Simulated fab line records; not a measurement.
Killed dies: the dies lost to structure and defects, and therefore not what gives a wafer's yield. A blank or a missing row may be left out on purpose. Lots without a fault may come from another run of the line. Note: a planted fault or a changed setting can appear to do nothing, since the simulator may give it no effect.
Problem report, 8D (eight disciplines) form, completed by code :: flow sky130 :: the parts of the form that need people (team, actions taken, sign-off) are left out

== 1. WHAT IS WRONG ==
PASSIVATION_CVD_02_THK at SKY_PASSIVATION_THK_MEAS_03 reads a mean of 420 nm on 6 wafers of 2 lots; wafers without a fault read 541 nm with a standard deviation of 7.8. Relative to the usual mean, that is a shift of -15 standard deviations.
First seen on wafer L386.2, day 47 05:52, on filmMetro-01. The record has a number at this step for 33 wafers belonging to 11 lots. The rule behind "out" and "out of limits": a value lying over 4 standard deviations away from the usual mean. All remaining wafers that have a number are taken as sound.

== 2. WHAT IT IS, AND WHAT IT ISN'T ==
question: which readings at this step
is: PASSIVATION_CVD_02_THK
is not: -

question: which lots
is: L386, L387
is not: L375, L376, L377, L380, L381, L382, L389, L392, L394

question: which wafers of those lots
is: all that have a number
is not: -

question: read on which gauges
is: filmMetro-01, filmMetro-03
is not: filmMetro-02

question: when
is: from day 47 05:52
is not: up to then (18 sound wafers); but 9 sound wafers of L389, L392, L394 came after

== 3. SUSPECTS, AND WHAT RULES EACH OUT ==
Counting: any tool at a process step up to the reading is kept as a suspect provided that every lot that is out went through it and no sound lot did after the first of them.
- the gauge at SKY_PASSIVATION_THK_MEAS_03 has been ruled out. 2 gauges (filmMetro-01, filmMetro-03) read the wafers that are out.
- pecvd-04 at SKY_PASSIVATION_CVD_02 (deposits Si3N4, target thk 540 nm): kept. It processed each lot that is out, first L386 at day 47 05:37, and no sound lot thereafter; up to then, the last sound lot it processed was L376 at day 45 06:41.
The count leaves pecvd-04 at SKY_PASSIVATION_CVD_02.

== 4. THE CAUSE (what the simulator had put in) ==
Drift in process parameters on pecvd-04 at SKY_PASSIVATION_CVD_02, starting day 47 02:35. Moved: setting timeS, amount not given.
Only this tool survived the counting.

== 5. THE CHAIN OF EFFECTS, in route order ==
Each row: a reading whose mean over the struck wafers that have a number lies more than 3 standard deviations from the usual. Readings are gone through only where the record gives a usual standard deviation; hours: the median, over the lots, of the time from a lot's start at the first step in this table giving one to that lot's start at this step; sigmas: the change measured in usual standard deviations.
hours: 0
step: SKY_PASSIVATION_THK_MEAS_03
reading: PASSIVATION_CVD_02_THK
usual: 541 nm
on struck wafers: 420
change: -120
sigmas: -15

hours: 19
step: SKY_PASSIVATION_ETCH_11
reading: oesProductAu
usual: 0.977 a.u.
on struck wafers: 0.880
change: -0.097
sigmas: -12

hours: 19
step: SKY_PASSIVATION_ETCH_11
reading: throttleValvePct
usual: 5.966 %
on struck wafers: 5.934
change: -0.032
sigmas: -3.5
The process steps in it:
- SKY_PASSIVATION_ETCH_11: etches the open film in CF4/O2, stops on AlCu, target depth 725 nm, time 161.1 s.

== 6. HOW IT WOULD HAVE BEEN CAUGHT EARLIER ==
Counted from the fault's start at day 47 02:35, it took 3 hours until the first out-of-limits reading at a measuring or inspecting step in this record, taken at day 47 05:52.
Of the tool readings at SKY_PASSIVATION_CVD_02 for which the record gives a usual standard deviation, none was out on any struck wafer, so an alarm limit of 4 standard deviations on them would not have fired.
Among the 2 lots that are out, L387 began SKY_PASSIVATION_CVD_02 on pecvd-04 after day 47 05:52. Holding the tool at that time would have saved it.
